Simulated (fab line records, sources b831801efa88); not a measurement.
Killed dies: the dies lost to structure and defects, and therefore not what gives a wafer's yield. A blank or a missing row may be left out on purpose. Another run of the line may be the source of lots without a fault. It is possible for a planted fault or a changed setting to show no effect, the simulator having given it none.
Which tool is to blame? / flow gf180mcu / Sampling: 13 lots, 39 wafers, 3 of 602 route steps

## WHAT EACH GAUGE READ, for each wafer
GF_STI_THK_MEAS_30. Usual: STI_OXIDATION_02_THK 10.03 nm, standard deviation 0.18.
lot=L173; measured=day 2 08:06; on=film_metro-03; STI_OXIDATION_02_THK (nm)=10.50 10.30 10.38; flag=
lot=L174; measured=day 2 11:11; on=film_metro-03; STI_OXIDATION_02_THK (nm)=10.23 10.06 10.32; flag=
lot=L176; measured=day 2 22:40; on=film_metro-04; STI_OXIDATION_02_THK (nm)=10.22 10.45 10.13; flag=
lot=L177; measured=day 3 02:08; on=film_metro-03; STI_OXIDATION_02_THK (nm)=10.33 10.21 10.28; flag=
lot=L179; measured=day 3 12:50; on=film_metro-04; STI_OXIDATION_02_THK (nm)=10.05 10.06 10.12; flag=
lot=L180; measured=day 3 18:23; on=film_metro-04; STI_OXIDATION_02_THK (nm)=9.96 10.03 9.86; flag=
lot=L181; measured=day 3 23:26; on=film_metro-04; STI_OXIDATION_02_THK (nm)=10.27 10.18 10.10; flag=
lot=L182; measured=day 4 05:40; on=film_metro-02; STI_OXIDATION_02_THK (nm)=10.04 10.20 10.02; flag=
lot=L183; measured=day 4 11:59; on=film_metro-04; STI_OXIDATION_02_THK (nm)=9.86 9.90 9.95; flag=
lot=L191; measured=day 6 02:47; on=film_metro-03; STI_OXIDATION_02_THK (nm)=10.00 10.01 10.13; flag=
lot=L192; measured=day 6 10:17; on=film_metro-03; STI_OXIDATION_02_THK (nm)=9.96 9.92 9.89; flag=
lot=L193; measured=day 6 15:22; on=film_metro-02; STI_OXIDATION_02_THK (nm)=9.74 9.79 9.81; flag=
lot=L194; measured=day 6 18:44; on=film_metro-02; STI_OXIDATION_02_THK (nm)=9.90 10.07 10.02; flag=

GF_VT_IMPLANT_TW_MEAS_10. Usual: VT_IMPLANT_TW 565, standard deviation 6.6.
lot=L173; measured=day 5 16:19; on=film_metro-03; VT_IMPLANT_TW=572 570 567; flag=
lot=L174; measured=day 5 21:47; on=film_metro-02; VT_IMPLANT_TW=566 566 567; flag=
lot=L176; measured=day 6 10:38; on=film_metro-01; VT_IMPLANT_TW=550 551 551; flag=
lot=L177; measured=day 6 14:41; on=film_metro-02; VT_IMPLANT_TW=564 565 563; flag=
lot=L179; measured=day 7 03:44; on=film_metro-03; VT_IMPLANT_TW=572 567 568; flag=
lot=L180; measured=day 7 10:11; on=film_metro-02; VT_IMPLANT_TW=564 566 566; flag=
lot=L181; measured=day 7 15:11; on=film_metro-03; VT_IMPLANT_TW=566 569 566; flag=
lot=L182; measured=day 7 21:23; on=film_metro-03; VT_IMPLANT_TW=585 583 583; flag=
lot=L183; measured=day 8 05:59; on=film_metro-02; VT_IMPLANT_TW=582 580 580; flag=
lot=L191; measured=day 10 03:46; on=film_metro-03; VT_IMPLANT_TW=562 564 564; flag=
lot=L192; measured=day 10 14:38; on=film_metro-03; VT_IMPLANT_TW=564 565 565; flag=
lot=L193; measured=day 10 19:38; on=film_metro-03; VT_IMPLANT_TW=564 563 561; flag=
lot=L194; measured=day 11 00:59; on=film_metro-01; VT_IMPLANT_TW=552 556 548; flag=

## TOOL THAT RAN EACH LOT (tool first, then ch and the chambers of the sampled wafers, then the start)
lot=L173; GF_VT_IMPLANT_IMPLANT_08=implanter-01 ch 0, day 5 16:05
lot=L174; GF_VT_IMPLANT_IMPLANT_08=implanter-02 ch 0, day 5 21:34
lot=L176; GF_VT_IMPLANT_IMPLANT_08=implanter-04 ch 0, day 6 10:23
lot=L177; GF_VT_IMPLANT_IMPLANT_08=implanter-04 ch 0, day 6 14:26
lot=L179; GF_VT_IMPLANT_IMPLANT_08=implanter-02 ch 0, day 7 03:31
lot=L180; GF_VT_IMPLANT_IMPLANT_08=implanter-01 ch 0, day 7 09:56
lot=L181; GF_VT_IMPLANT_IMPLANT_08=implanter-01 ch 0, day 7 14:58
lot=L182; GF_VT_IMPLANT_IMPLANT_08=implanter-01 ch 0, day 7 21:08
lot=L183; GF_VT_IMPLANT_IMPLANT_08=implanter-01 ch 0, day 8 05:44
lot=L191; GF_VT_IMPLANT_IMPLANT_08=implanter-04 ch 0, day 10 03:31
lot=L192; GF_VT_IMPLANT_IMPLANT_08=implanter-04 ch 0, day 10 14:23
lot=L193; GF_VT_IMPLANT_IMPLANT_08=implanter-01 ch 0, day 10 19:23
lot=L194; GF_VT_IMPLANT_IMPLANT_08=implanter-04 ch 0, day 11 00:44
- GF_VT_IMPLANT_IMPLANT_08

## WHAT THE TOOLS THEMSELVES READ (means of the sampled wafers that have a number; where no wafer has one, the mark that the record gives instead)
GF_VT_IMPLANT_IMPLANT_08. Usual: dose_ions_cm2 8.29e+12, standard deviation 9.8e+09; faraday_current_uA 46.9, standard deviation 0.91.
lot=L173 tool=implanter-01 dose_ions_cm2=8.30e+12 faraday_current_uA=45.3 flag=
lot=L174 tool=implanter-02 dose_ions_cm2=8.30e+12 faraday_current_uA=47.5 flag=
lot=L176 tool=implanter-04 dose_ions_cm2=8.29e+12 faraday_current_uA=46.9 flag=
lot=L177 tool=implanter-04 dose_ions_cm2=8.29e+12 faraday_current_uA=46.9 flag=
lot=L179 tool=implanter-02 dose_ions_cm2=8.29e+12 faraday_current_uA=47.5 flag=
lot=L180 tool=implanter-01 dose_ions_cm2=8.27e+12 faraday_current_uA=46.4 flag=
lot=L181 tool=implanter-01 dose_ions_cm2=8.30e+12 faraday_current_uA=46.8 flag=
lot=L182 tool=implanter-01 dose_ions_cm2=9.13e+12 faraday_current_uA=52.0 flag=OFF
lot=L183 tool=implanter-01 dose_ions_cm2=9.14e+12 faraday_current_uA=51.2 flag=OFF
lot=L191 tool=implanter-04 dose_ions_cm2=8.30e+12 faraday_current_uA=46.6 flag=
lot=L192 tool=implanter-04 dose_ions_cm2=8.29e+12 faraday_current_uA=46.9 flag=
lot=L193 tool=implanter-01 dose_ions_cm2=8.28e+12 faraday_current_uA=46.1 flag=
lot=L194 tool=implanter-04 dose_ions_cm2=8.30e+12 faraday_current_uA=47.5 flag=

## THE ANSWER, worked out from the rows above alone
Rule: a lot counts as off when the mean over its wafers that have a number is more than 3 standard deviations away from the usual mean. Also off: a lot with no number at a reading for which 4 or more lots have one. The other lots that the step has rows for count as sound. The gauges are gone through in route order, then the tools' own readings, and for those a lot's mean is taken as printed above. At the first step where some lot is off, the reading lying furthest off is the one used; lots without a number count as furthest.
Off at GF_VT_IMPLANT_IMPLANT_08 (dose_ions_cm2): L182, L183.
A tool fits if, at that step or a process step before it, it ran every lot that is off, and no sound lot after the first of them. Not one of the candidates tried fits.

## WHAT THE SIMULATOR HAD PUT IN
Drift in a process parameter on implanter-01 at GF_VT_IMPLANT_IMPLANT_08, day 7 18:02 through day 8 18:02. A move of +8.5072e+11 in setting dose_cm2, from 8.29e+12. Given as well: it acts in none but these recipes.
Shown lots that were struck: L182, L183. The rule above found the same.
